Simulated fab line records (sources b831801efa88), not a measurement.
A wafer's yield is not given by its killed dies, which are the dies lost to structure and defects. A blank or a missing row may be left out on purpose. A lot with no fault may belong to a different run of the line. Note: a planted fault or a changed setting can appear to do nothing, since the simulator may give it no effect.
fab line records + flow sky130
record
- lots=13
- wafers=39
- last-day=50
route steps=708 shown VIA4@641 PAD_OPEN@708
lots that met no fault: taken from a fault-free run of the same line
start-h: the number of hours between the record's first day and the start of the first shown wafer of the lot + wait-h: hours elapsed since this lot's preceding step + " same as the row above + L1.1+2: one row covering several wafers at once + - value missing, or start not given + * or withheld: withheld + < > ~ a bound
route shown NAME@n: a module of which the file shows steps, and the number in the route of the first + usual: mean and standard deviation over wafers with no fault + same: alike in all rows + chamber/n: place in a boat + sites: each site's reading + _std_site: the standard deviation of these + _edge_site: mean of outer sites minus mean of inner sites + radius-mm: for every site, how far away it sits from the centre of the wafer + mask NAME#n: copy n + behind: the last tool/chamber to shape the wafer + hold: the reason the lot was held/the length of the hold in hours/how it ended + device: the transistor (n, p or np) that didn't switch + end of line: tests of these same wafers at the route's end + step lacking rows: just its recipe + killed: count of dies lost to structure and defects at first sort (not the wafer's yield) + map: a wafer's dies, x killed, . not, _ none there
set.NAME: the setting that was run; set.NAME@STEP: the one run at that earlier step + model.NAME: the simulator's own value behind a step, which no gauge read
steps of the route over a sample of lots; a table a step, a row a wafer
services: from which hour (start-h, from the record's first day; less than 0 if before it) a tool's chamber was out of use, for how many hours, and why
## steps
# step SKY_VIA4_CMP_02
# recipe
- material=SiO2
- down-force-psi=4
- platen-rpm=60
- pad-velocity-m-s=0.94248
# usual
- motor-current-A=12.2/0.82
| lot.wafer | tool   | chamber | start-h | wait-h | motor-current-A |
|-----------|--------|---------|---------|--------|-----------------|
| L980.4    | cmp-01 | 3       | 981.68  | 0.0    | 12.5            |
| L980.3    | "      | 0       | "       | "      | 11.6            |
| L980.6    | "      | 3       | "       | "      | 12.4            |
| L983.1    | cmp-01 | 3       | 994.58  | 0.1    | 12.6            |
| L983.4    | "      | 0       | "       | "      | 11.5            |
| L983.5    | "      | 1       | "       | "      | 13.1            |
| L984.2    | cmp-02 | 1       | 998.18  | 0.1    | 12.9            |
| L984.6    | "      | 0       | "       | "      | 12.4            |
| L984.5    | "      | 1       | "       | "      | 11.6            |
| L985.1    | cmp-02 | 3       | 1014.10 | 0.1    | 11.5            |
| L985.2    | "      | 0       | "       | "      | 11.9            |
| L985.6    | "      | 1       | "       | "      | 11.4            |
| L986.3    | cmp-02 | 0       | 1021.43 | 0.0    | 11.9            |
| L986.4    | "      | 1       | "       | "      | 11.4            |
| L986.6    | "      | 1       | "       | "      | 11.5            |
| L987.3    | cmp-01 | 2       | 1022.82 | 0.0    | 11.3            |
| L987.1    | "      | 3       | "       | "      | 12.6            |
| L987.5    | "      | 3       | "       | "      | 12.6            |
| L988.3    | cmp-01 | 2       | 1028.57 | 0.1    | 11.0            |
| L988.1    | "      | 0       | "       | "      | 11.0            |
| L988.5    | "      | 1       | "       | "      | 12.7            |
| L989.1    | cmp-02 | 2       | 1031.43 | 0.2    | 13.6            |
| L989.3    | "      | 3       | "       | "      | 11.8            |
| L989.5    | "      | 0       | "       | "      | 11.2            |
| L991.3    | cmp-02 | 3       | 1044.64 | 0.0    | 11.7            |
| L991.2    | "      | 2       | "       | "      | 13.7            |
| L991.5    | "      | 3       | "       | "      | 11.8            |
| L992.1    | cmp-01 | 1       | 1053.31 | 0.3    | 12.9            |
| L992.6    | "      | 1       | "       | "      | 13.7            |
| L992.5    | "      | 2       | "       | "      | 10.9            |
| L998.1    | cmp-02 | 0       | 1088.25 | 0.1    | 12.0            |
| L998.4    | "      | 3       | "       | "      | 11.7            |
| L998.5    | "      | 1       | "       | "      | 11.6            |
| L999.2    | cmp-01 | 0       | 1093.35 | 0.0    | 11.4            |
| L999.6    | "      | 0       | "       | "      | 11.7            |
| L999.5    | "      | 1       | "       | "      | 13.4            |
| L103.3    | cmp-01 | 0       | 1122.85 | 0.0    | 12.2            |
| L103.6    | "      | 0       | "       | "      | 11.2            |
| L103.5    | "      | 1       | "       | "      | 13.7            |
# step SKY_VIA4_OVL_MEAS_11
# usual
- VIA4_OVL=0.5/1.7
| lot.wafer | tool       | chamber | start-h | wait-h | VIA4_OVL[nm] |
|-----------|------------|---------|---------|--------|--------------|
| L980.3    | overlay-02 | -       | 1005.15 | 0.1    | 1.0          |
| L980.4    | "          | -       | "       | "      | 2.1          |
| L980.6    | "          | -       | "       | "      | 1.5          |
| L983.1    | overlay-01 | -       | 1017.18 | 0.1    | 0.3          |
| L983.4    | "          | -       | "       | "      | -0.2         |
| L983.5    | "          | -       | "       | "      | 0.7          |
| L984.2    | overlay-02 | -       | 1020.68 | 0.1    | -0.7         |
| L984.5    | "          | -       | "       | "      | 0.6          |
| L984.6    | "          | -       | "       | "      | 0.0          |
| L985.1    | overlay-02 | -       | 1037.38 | 0.1    | -0.9         |
| L985.2    | "          | -       | "       | "      | 0.6          |
| L985.6    | "          | -       | "       | "      | -0.3         |
| L986.3    | overlay-02 | -       | 1043.65 | 0.1    | 0.6          |
| L986.4    | "          | -       | "       | "      | 1.1          |
| L986.6    | "          | -       | "       | "      | 0.4          |
| L987.1    | overlay-01 | -       | 1045.74 | 0.1    | 1.8          |
| L987.3    | "          | -       | "       | "      | 1.6          |
| L987.5    | "          | -       | "       | "      | 2.7          |
| L988.1    | overlay-02 | -       | 1050.09 | 0.1    | 0.6          |
| L988.3    | "          | -       | "       | "      | -0.8         |
| L988.5    | "          | -       | "       | "      | -0.6         |
| L989.1    | overlay-01 | -       | 1053.69 | 0.1    | 0.1          |
| L989.3    | "          | -       | "       | "      | 0.3          |
| L989.5    | "          | -       | "       | "      | 1.0          |
| L991.2    | overlay-01 | -       | 1065.29 | 0.1    | 0.8          |
| L991.3    | "          | -       | "       | "      | 1.9          |
| L991.5    | "          | -       | "       | "      | 1.4          |
| L992.1    | overlay-01 | -       | 1075.29 | 0.1    | 0.1          |
| L992.5    | "          | -       | "       | "      | 1.2          |
| L992.6    | "          | -       | "       | "      | -1.2         |
| L998.1    | overlay-01 | -       | 1108.13 | 0.1    | 0.3          |
| L998.4    | "          | -       | "       | "      | -0.1         |
| L998.5    | "          | -       | "       | "      | 1.3          |
| L999.2    | overlay-02 | -       | 1113.29 | 0.1    | 0.0          |
| L999.5    | "          | -       | "       | "      | -0.2         |
| L999.6    | "          | -       | "       | "      | 0.0          |
| L103.3    | overlay-01 | -       | 1141.34 | 0.1    | -1.9         |
| L103.5    | "          | -       | "       | "      | -3.1         |
| L103.6    | "          | -       | "       | "      | -0.8         |
# step SKY_VIA4_CVD_18
# recipe
- material=W
- target-thk-nm=505
- time-s=152.14
- temp-c=400
- pressure-torr=40
# usual
- heater-power-w=822/120
| lot.wafer | tool     | chamber | start-h | wait-h | heater-power-w |
|-----------|----------|---------|---------|--------|----------------|
| L980.3    | cvd-w-02 | 1       | 1005.99 | 0.1    | 945            |
| L980.4    | "        | 0       | "       | "      | 943            |
| L980.6    | "        | 1       | "       | "      | 990            |
| L983.1    | cvd-w-02 | 0       | 1017.94 | 0.0    | 926            |
| L983.4    | "        | 0       | "       | "      | 915            |
| L983.5    | "        | 0       | "       | "      | 949            |
| L984.2    | cvd-w-01 | 0       | 1021.44 | 0.0    | 779            |
| L984.5    | "        | 0       | "       | "      | 777            |
| L984.6    | "        | 1       | "       | "      | 657            |
| L985.1    | cvd-w-01 | 0       | 1038.14 | 0.0    | 755            |
| L985.2    | "        | 1       | "       | "      | 666            |
| L985.6    | "        | 1       | "       | "      | 671            |
| L986.3    | cvd-w-01 | 0       | 1044.45 | 0.1    | 772            |
| L986.4    | "        | 1       | "       | "      | 670            |
| L986.6    | "        | 0       | "       | "      | 758            |
| L987.1    | cvd-w-02 | 0       | 1046.51 | 0.0    | 953            |
| L987.3    | "        | 0       | "       | "      | 938            |
| L987.5    | "        | 0       | "       | "      | 954            |
| L988.1    | cvd-w-01 | 0       | 1050.89 | 0.0    | 762            |
| L988.3    | "        | 0       | "       | "      | 776            |
| L988.5    | "        | 0       | "       | "      | 772            |
| L989.1    | cvd-w-01 | 1       | 1054.51 | 0.0    | 672            |
| L989.3    | "        | 0       | "       | "      | 786            |
| L989.5    | "        | 0       | "       | "      | 783            |
| L991.2    | cvd-w-01 | 1       | 1066.05 | 0.0    | 681            |
| L991.3    | "        | 0       | "       | "      | 768            |
| L991.5    | "        | 1       | "       | "      | 658            |
| L992.1    | cvd-w-02 | 0       | 1076.05 | 0.0    | 945            |
| L992.5    | "        | 0       | "       | "      | 932            |
| L992.6    | "        | 1       | "       | "      | 919            |
| L998.1    | cvd-w-02 | 0       | 1108.98 | 0.0    | 947            |
| L998.4    | "        | 1       | "       | "      | 932            |
| L998.5    | "        | 1       | "       | "      | 938            |
| L999.2    | cvd-w-02 | 0       | 1114.11 | 0.0    | 925            |
| L999.5    | "        | 1       | "       | "      | 945            |
| L999.6    | "        | 0       | "       | "      | 978            |
| L103.3    | cvd-w-01 | 0       | 1142.14 | 0.1    | 779            |
| L103.5    | "        | 1       | "       | "      | 656            |
| L103.6    | "        | 0       | "       | "      | 779            |
# step SKY_VIA4_RS_MEAS_19
# recipe
- thk-meas-gauge=four-point-probe
- reads=W_of_VIA4_CVD_18+TiN_of_VIA4_SPUTTER_17
# usual
- VIA4_W_RS=0.2269/0.002
| lot.wafer | tool          | chamber | start-h | wait-h | VIA4_W_RS[ohm/sq] |
|-----------|---------------|---------|---------|--------|-------------------|
| L980.3    | film-metro-04 | -       | 1006.14 | 0.1    | 0.2236            |
| L980.4    | "             | -       | "       | "      | 0.2250            |
| L980.6    | "             | -       | "       | "      | 0.2253            |
| L983.1    | film-metro-02 | -       | 1018.24 | 0.3    | 0.2249            |
| L983.4    | "             | -       | "       | "      | 0.2274            |
| L983.5    | "             | -       | "       | "      | 0.2286            |
| L984.2    | film-metro-02 | -       | 1021.61 | 0.1    | 0.2276            |
| L984.5    | "             | -       | "       | "      | 0.2274            |
| L984.6    | "             | -       | "       | "      | 0.2262            |
| L985.1    | film-metro-02 | -       | 1038.29 | 0.1    | 0.2250            |
| L985.2    | "             | -       | "       | "      | 0.2237            |
| L985.6    | "             | -       | "       | "      | 0.2251            |
| L986.3    | film-metro-02 | -       | 1044.59 | 0.1    | 0.2323            |
| L986.4    | "             | -       | "       | "      | 0.2311            |
| L986.6    | "             | -       | "       | "      | 0.2306            |
| L987.1    | film-metro-01 | -       | 1046.66 | 0.1    | 0.2268            |
| L987.3    | "             | -       | "       | "      | 0.2268            |
| L987.5    | "             | -       | "       | "      | 0.2299            |
| L988.1    | film-metro-01 | -       | 1051.04 | 0.1    | 0.2285            |
| L988.3    | "             | -       | "       | "      | 0.2285            |
| L988.5    | "             | -       | "       | "      | 0.2267            |
| L989.1    | film-metro-04 | -       | 1054.66 | 0.1    | 0.2248            |
| L989.3    | "             | -       | "       | "      | 0.2254            |
| L989.5    | "             | -       | "       | "      | 0.2267            |
| L991.2    | film-metro-04 | -       | 1066.22 | 0.1    | 0.2260            |
| L991.3    | "             | -       | "       | "      | 0.2242            |
| L991.5    | "             | -       | "       | "      | 0.2227            |
| L992.1    | film-metro-02 | -       | 1076.20 | 0.1    | 0.2259            |
| L992.5    | "             | -       | "       | "      | 0.2233            |
| L992.6    | "             | -       | "       | "      | 0.2280            |
| L998.1    | film-metro-01 | -       | 1109.13 | 0.1    | 0.2263            |
| L998.4    | "             | -       | "       | "      | 0.2289            |
| L998.5    | "             | -       | "       | "      | 0.2279            |
| L999.2    | film-metro-01 | -       | 1114.28 | 0.1    | 0.2254            |
| L999.5    | "             | -       | "       | "      | 0.2258            |
| L999.6    | "             | -       | "       | "      | 0.2271            |
| L103.3    | film-metro-01 | -       | 1142.31 | 0.1    | 0.2259            |
| L103.5    | "             | -       | "       | "      | 0.2259            |
| L103.6    | "             | -       | "       | "      | 0.2253            |
# step SKY_PAD_OPEN_PROBE_99
# usual
- defect-limited-yield=82.5/1.9
- killed_at_M0_to_M3=44/7.2
- killed_at_M4_up=3.1/1.7
- killed-at-contacts=25/5.1
- killed-at-front-end=14/4.6
- killed-at-other=0.3/0.59
- killed-dies=86/9.6
- killed-open=47/7.4
- killed-short=39/6
- sort_bin_3_pad_short=0.8/0.4
- sort_bin_5_function=10.4/1.5
- sort_bin_6_memory=6.2/1.1
- sort-n-pass=406/9.6
- sort-yield-pct=82.5/1.9
# same
- gross-dies=492
- killed-at-back-side=0
- sort_bin_4_leakage[%]=0
- sort_bin_8_speed[%]=0
| lot.wafer | tool      | chamber | start-h | wait-h | defect-limited-yield[%] | killed_at_M0_to_M3 | killed_at_M4_up | killed-at-contacts | killed-at-front-end | killed-at-other | killed-dies | killed-open | killed-short | sort_bin_3_pad_short[%] | sort_bin_5_function[%] | sort_bin_6_memory[%] | sort-n-pass | sort-yield-pct[%] |
|-----------|-----------|---------|---------|--------|-------------------------|--------------------|-----------------|--------------------|---------------------|-----------------|-------------|-------------|--------------|-------------------------|------------------------|----------------------|-------------|-------------------|
| L980.3    | prober-01 | -       | 1076.80 | 0.2    | 79.5                    | 49                 | 3               | 28                 | 21                  | 0               | 101         | 53          | 48           | 1.0                     | 13.2                   | 6.3                  | 391         | 79.5              |
| L980.4    | prober-01 | -       | 1076.85 | 0.2    | 79.1                    | 46                 | 2               | 32                 | 23                  | 0               | 103         | 53          | 50           | 1.4                     | 12.6                   | 6.9                  | 389         | 79.1              |
| L980.6    | prober-01 | -       | 1076.95 | 0.2    | 84.1                    | 38                 | 1               | 23                 | 16                  | 0               | 78          | 44          | 34           | 0.4                     | 10.4                   | 5.1                  | 414         | 84.1              |
| L985.1    | prober-01 | -       | 1105.63 | 0.1    | 80.5                    | 44                 | 6               | 27                 | 18                  | 1               | 96          | 50          | 46           | 0.4                     | 11.8                   | 7.3                  | 396         | 80.5              |
| L985.2    | prober-01 | -       | 1105.68 | 0.1    | 79.5                    | 45                 | 3               | 36                 | 16                  | 1               | 101         | 56          | 45           | 0.6                     | 10.6                   | 9.3                  | 391         | 79.5              |
| L985.6    | prober-01 | -       | 1105.88 | 0.2    | 83.7                    | 42                 | 2               | 28                 | 7                   | 1               | 80          | 37          | 43           | 0.4                     | 11.0                   | 4.9                  | 412         | 83.7              |
| L986.3    | prober-02 | -       | 1109.80 | 0.2    | 85.4                    | 42                 | 3               | 20                 | 7                   | 0               | 72          | 37          | 35           | 0.4                     | 8.3                    | 5.9                  | 420         | 85.4              |
| L986.4    | prober-02 | -       | 1109.85 | 0.2    | 85.4                    | 39                 | 3               | 20                 | 10                  | 0               | 72          | 46          | 26           | 1.0                     | 9.6                    | 4.1                  | 420         | 85.4              |
| L986.6    | prober-02 | -       | 1109.95 | 0.2    | 82.7                    | 49                 | 3               | 23                 | 10                  | 0               | 85          | 54          | 31           | 1.4                     | 10.2                   | 5.7                  | 407         | 82.7              |
| L989.1    | prober-01 | -       | 1120.60 | 0.1    | 79.1                    | 46                 | 3               | 28                 | 25                  | 1               | 103         | 60          | 43           | 1.0                     | 12.2                   | 7.7                  | 389         | 79.1              |
| L989.3    | prober-01 | -       | 1120.70 | 0.2    | 81.5                    | 36                 | 6               | 32                 | 17                  | 0               | 91          | 47          | 44           | 1.0                     | 11.4                   | 6.1                  | 401         | 81.5              |
| L989.5    | prober-01 | -       | 1120.80 | 0.2    | 80.7                    | 36                 | 2               | 43                 | 13                  | 1               | 95          | 48          | 47           | 1.6                     | 9.8                    | 7.9                  | 397         | 80.7              |
| L991.2    | prober-01 | -       | 1131.36 | 0.1    | 82.1                    | 46                 | 2               | 25                 | 14                  | 1               | 88          | 56          | 32           | 1.4                     | 11.0                   | 5.5                  | 404         | 82.1              |
| L991.3    | prober-01 | -       | 1131.41 | 0.2    | 83.9                    | 43                 | 1               | 22                 | 12                  | 1               | 79          | 47          | 32           | 0.4                     | 8.3                    | 7.3                  | 413         | 83.9              |
| L991.5    | prober-01 | -       | 1131.51 | 0.2    | 82.3                    | 49                 | 3               | 23                 | 12                  | 0               | 87          | 47          | 40           | 1.2                     | 9.6                    | 6.9                  | 405         | 82.3              |
| L992.1    | prober-02 | -       | 1140.13 | 0.1    | 83.1                    | 45                 | 2               | 24                 | 12                  | 0               | 83          | 35          | 48           | 1.4                     | 10.4                   | 5.1                  | 409         | 83.1              |
| L992.5    | prober-02 | -       | 1140.33 | 0.2    | 82.9                    | 46                 | 3               | 27                 | 8                   | 0               | 84          | 43          | 41           | 0.6                     | 10.8                   | 5.7                  | 408         | 82.9              |
| L992.6    | prober-02 | -       | 1140.38 | 0.2    | 84.6                    | 33                 | 1               | 24                 | 18                  | 0               | 76          | 44          | 32           | 1.0                     | 9.3                    | 5.1                  | 416         | 84.6              |
| L998.1    | prober-02 | -       | 1167.71 | 0.1    | 70.1                    | 45                 | 61              | 21                 | 20                  | 0               | 147         | 48          | 38           | 5.1                     | 16.7                   | 8.1                  | 345         | 70.1              |
| L998.4    | prober-02 | -       | 1167.86 | 0.2    | 82.9                    | 50                 | 2               | 24                 | 7                   | 1               | 84          | 53          | 31           | 0.6                     | 10.2                   | 6.3                  | 408         | 82.9              |
| L998.5    | prober-02 | -       | 1167.91 | 0.2    | 84.1                    | 44                 | 3               | 14                 | 16                  | 1               | 78          | 43          | 35           | 0.8                     | 8.7                    | 6.3                  | 414         | 84.1              |
| L999.2    | prober-01 | -       | 1171.74 | 0.1    | 75.2                    | 36                 | 60              | 15                 | 11                  | 0               | 122         | 36          | 27           | 3.5                     | 16.5                   | 4.9                  | 370         | 75.2              |
| L999.5    | prober-01 | -       | 1171.89 | 0.2    | 84.3                    | 42                 | 2               | 24                 | 9                   | 0               | 77          | 43          | 34           | 0.2                     | 9.3                    | 6.1                  | 415         | 84.3              |
| L999.6    | prober-01 | -       | 1171.94 | 0.2    | 72.2                    | 40                 | 63              | 23                 | 11                  | 0               | 137         | 40          | 40           | 3.7                     | 17.3                   | 6.9                  | 355         | 72.2              |
# killed by level:class
L980.3 VIA1:geometric-particle:open=13 VIA2:geometric-particle:open=12 LOCAL_INTERCONNECT:geometric-particle:short=9 FIELD_ISO:geometric-particle:open=8 LI_CONTACT:geometric-particle:open=6 VIA1:geometric-particle:short=6 FIELD_ISO:geometric-particle:short=5 CONTACT:geometric-particle:open=5
L980.4 VIA1:geometric-particle:open=11 LOCAL_INTERCONNECT:geometric-particle:short=8 CONTACT:geometric-particle:open=8 POLY_GATE:geometric-particle:open=7 LI_CONTACT:geometric-particle:short=6 LI_CONTACT:geometric-particle:open=6 METAL1:geometric-particle:short=6 METAL2:geometric-particle:short=6
L980.6 VIA3:geometric-particle:open=10 VIA1:geometric-particle:open=8 METAL1:geometric-particle:short=7 LI_CONTACT:geometric-particle:open=6 LOCAL_INTERCONNECT:geometric-particle:short=6 CONTACT:geometric-particle:open=6 CONTACT:geometric-particle:short=5 FIELD_ISO:geometric-particle:open=4
L985.1 LI_CONTACT:geometric-particle:open=10 CONTACT:geometric-particle:open=9 VIA1:geometric-particle:open=9 VIA1:geometric-particle:short=7 METAL1:geometric-particle:short=6 METAL2:geometric-particle:short=6 FIELD_ISO:geometric-particle:open=5 POLY_GATE:geometric-particle:short=5
L985.2 VIA1:geometric-particle:open=15 CONTACT:geometric-particle:open=12 LOCAL_INTERCONNECT:geometric-particle:short=8 LI_CONTACT:geometric-particle:open=7 VIA2:geometric-particle:open=7 FIELD_ISO:geometric-particle:short=6 VIA3:geometric-particle:open=5 METAL2:geometric-particle:short=5
L985.6 VIA1:geometric-particle:open=12 LI_CONTACT:geometric-particle:open=8 METAL2:geometric-particle:short=8 VIA1:geometric-particle:short=6 CONTACT:geometric-particle:short=6 LI_CONTACT:geometric-particle:short=4 LOCAL_INTERCONNECT:geometric-particle:short=4 CONTACT:geometric-particle:open=4
L986.3 VIA1:geometric-particle:open=9 METAL1:geometric-particle:short=8 CONTACT:geometric-particle:open=6 VIA3:geometric-particle:open=6 CONTACT:geometric-particle:short=6 VIA1:geometric-particle:short=6 LOCAL_INTERCONNECT:geometric-particle:short=5 VIA2:geometric-particle:open=4
L986.4 VIA1:geometric-particle:open=12 CONTACT:geometric-particle:open=9 LI_CONTACT:geometric-particle:open=6 VIA2:geometric-particle:open=6 VIA2:geometric-particle:short=5 METAL1:geometric-particle:short=4 METAL2:geometric-particle:short=4 FIELD_ISO:geometric-particle:open=3
L986.6 VIA2:geometric-particle:open=11 VIA1:geometric-particle:open=10 LI_CONTACT:geometric-particle:open=7 CONTACT:geometric-particle:open=7 VIA1:geometric-particle:short=6 METAL2:geometric-particle:short=5 VIA3:geometric-particle:open=5 FIELD_ISO:geometric-particle:open=4
L989.1 CONTACT:geometric-particle:open=11 VIA1:geometric-particle:open=11 VIA2:geometric-particle:open=10 LOCAL_INTERCONNECT:geometric-particle:short=9 SPACER:geometric-particle:short=5 METAL1:geometric-particle:short=5 FIELD_ISO:geometric-particle:open=4 SPACER:geometric-particle:open=4
L989.3 CONTACT:geometric-particle:open=12 LI_CONTACT:geometric-particle:open=9 METAL1:geometric-particle:short=8 METAL1:geometric-particle:open=6 VIA2:geometric-particle:open=6 FIELD_ISO:geometric-particle:short=5 CONTACT:geometric-particle:short=5 VIA1:geometric-particle:open=5
L989.5 CONTACT:geometric-particle:open=13 LI_CONTACT:geometric-particle:open=10 CONTACT:geometric-particle:short=10 LOCAL_INTERCONNECT:geometric-particle:short=8 VIA1:geometric-particle:open=8 FIELD_ISO:geometric-particle:short=6 METAL3:geometric-particle:short=6 METAL1:geometric-particle:short=4
L991.2 VIA1:geometric-particle:open=16 LI_CONTACT:geometric-particle:open=8 CONTACT:geometric-particle:open=7 LOCAL_INTERCONNECT:geometric-particle:short=7 VIA2:geometric-particle:open=6 POLY_GATE:geometric-particle:short=5 VIA2:geometric-particle:short=5 FIELD_ISO:geometric-particle:open=4
L991.3 VIA1:geometric-particle:open=13 CONTACT:geometric-particle:open=10 VIA2:geometric-particle:open=8 METAL1:geometric-particle:short=6 LOCAL_INTERCONNECT:geometric-particle:short=5 VIA1:geometric-particle:short=5 FIELD_ISO:geometric-particle:open=4 LI_CONTACT:geometric-particle:open=4
L991.5 VIA1:geometric-particle:open=14 VIA1:geometric-particle:short=7 CONTACT:geometric-particle:open=6 VIA2:geometric-particle:open=6 VIA3:geometric-particle:open=6 LI_CONTACT:geometric-particle:open=5 LOCAL_INTERCONNECT:geometric-particle:short=5 METAL2:geometric-particle:short=5
L992.1 METAL2:geometric-particle:short=9 CONTACT:geometric-particle:open=9 VIA1:geometric-particle:open=7 VIA2:geometric-particle:open=6 METAL1:geometric-particle:short=5 VIA3:geometric-particle:short=5 FIELD_ISO:geometric-particle:open=4 LI_CONTACT:geometric-particle:open=4
L992.5 CONTACT:geometric-particle:open=12 METAL2:geometric-particle:short=9 VIA3:geometric-particle:open=6 METAL1:geometric-particle:short=6 VIA1:geometric-particle:open=6 VIA2:geometric-particle:open=6 CONTACT:geometric-particle:short=5 LOCAL_INTERCONNECT:geometric-particle:short=4
L992.6 VIA1:geometric-particle:open=14 POLY_GATE:geometric-particle:short=8 LI_CONTACT:geometric-particle:open=8 CONTACT:geometric-particle:open=6 METAL1:geometric-particle:short=5 VIA2:geometric-particle:open=5 LOCAL_INTERCONNECT:geometric-particle:short=4 CONTACT:geometric-particle:short=4
L998.1 VIA4:unspecified=61 VIA1:geometric-particle:open=12 CONTACT:geometric-particle:open=9 FIELD_ISO:geometric-particle:short=7 VIA2:geometric-particle:open=7 FIELD_ISO:geometric-particle:open=5 CONTACT:geometric-particle:short=5 VIA3:geometric-particle:open=5
L998.4 CONTACT:geometric-particle:open=12 VIA2:geometric-particle:open=11 VIA1:geometric-particle:open=8 CONTACT:geometric-particle:short=7 VIA3:geometric-particle:open=6 METAL1:geometric-particle:short=5 LI_CONTACT:geometric-particle:open=4 VIA1:geometric-particle:short=4
L998.5 VIA1:geometric-particle:open=10 METAL2:geometric-particle:short=8 VIA1:geometric-particle:short=7 VIA2:geometric-particle:open=7 FIELD_ISO:geometric-particle:open=5 CONTACT:geometric-particle:short=5 FIELD_ISO:geometric-particle:short=4 POLY_GATE:geometric-particle:open=4
L999.2 VIA4:unspecified=59 VIA1:geometric-particle:open=11 CONTACT:geometric-particle:open=6 VIA3:geometric-particle:open=5 FIELD_ISO:geometric-particle:short=4 LI_CONTACT:geometric-particle:open=4 METAL1:geometric-particle:short=4 VIA3:geometric-particle:short=4
L999.5 VIA1:geometric-particle:open=14 CONTACT:geometric-particle:open=11 VIA1:geometric-particle:short=6 CONTACT:geometric-particle:short=5 METAL1:geometric-particle:short=5 POLY_GATE:geometric-particle:short=4 LI_CONTACT:geometric-particle:short=4 LI_CONTACT:geometric-particle:open=4
L999.6 VIA4:unspecified=57 VIA1:geometric-particle:open=10 VIA3:geometric-particle:open=10 CONTACT:geometric-particle:open=7 LOCAL_INTERCONNECT:geometric-particle:short=6 METAL4:geometric-particle:short=6 METAL2:geometric-particle:short=6 LI_CONTACT:geometric-particle:short=5
## services
| tool     | chamber | start-h | hours | kind                           |
|----------|---------|---------|-------|--------------------------------|
| cvd-w-02 | 0       | 1001.23 | 4.4   | repair                         |
| cvd-w-02 | 1       | 1006.78 | 12.1  | repair                         |
| cmp-02   | -       | 1006.80 | 1.9   | repair                         |
| cmp-02   | -       | 1026.53 | 3.7   | pm                             |
| cmp-01   | -       | 1047.20 | 5.8   | pm                             |
| cmp-02   | -       | 1055.07 | 1.7   | repair                         |
| cmp-01   | -       | 1084.29 | 4.0   | pm                             |
| cmp-01   | -       | 1085.96 | 6.2   | repair                         |
| cmp-01   | -       | 1088.29 | -     | consumable-replace:conditioner |
| cmp-01   | -       | 1088.29 | -     | consumable-replace:pad         |
| cvd-w-01 | 1       | 1100.72 | 4.3   | repair                         |
| cmp-01   | -       | 1113.61 | 3.2   | repair                         |
## key
first-sign
- step=SKY_PAD_OPEN_PROBE_99
- reading=killed_at_M4_up
- direction=up
- sigmas=35
- usual=3.1
- struck=61.3
effect
- step=SKY_PAD_OPEN_PROBE_99
- reading=sort_bin_3_pad_short
- direction=up
- sigmas=8.1
- usual=0.8
- struck=4.1
met-at SKY_VIA4_CVD_18
struck-lots L998,L999
struck-wafers L998.1,L999.2,L999.6
not-acting-at SKY_VIA4_CMP_02,SKY_VIA4_OVL_MEAS_11,SKY_VIA4_RS_MEAS_19
onset-between 1076.05 1108.98
fault
- kind=chamber-particle-source
- tool=cvd-w-02
- chamber=0
- onset-h=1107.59
- steps=SKY_VIA4_CVD_18
- rate-per-visit-cm2=1.5224
- end-h=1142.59
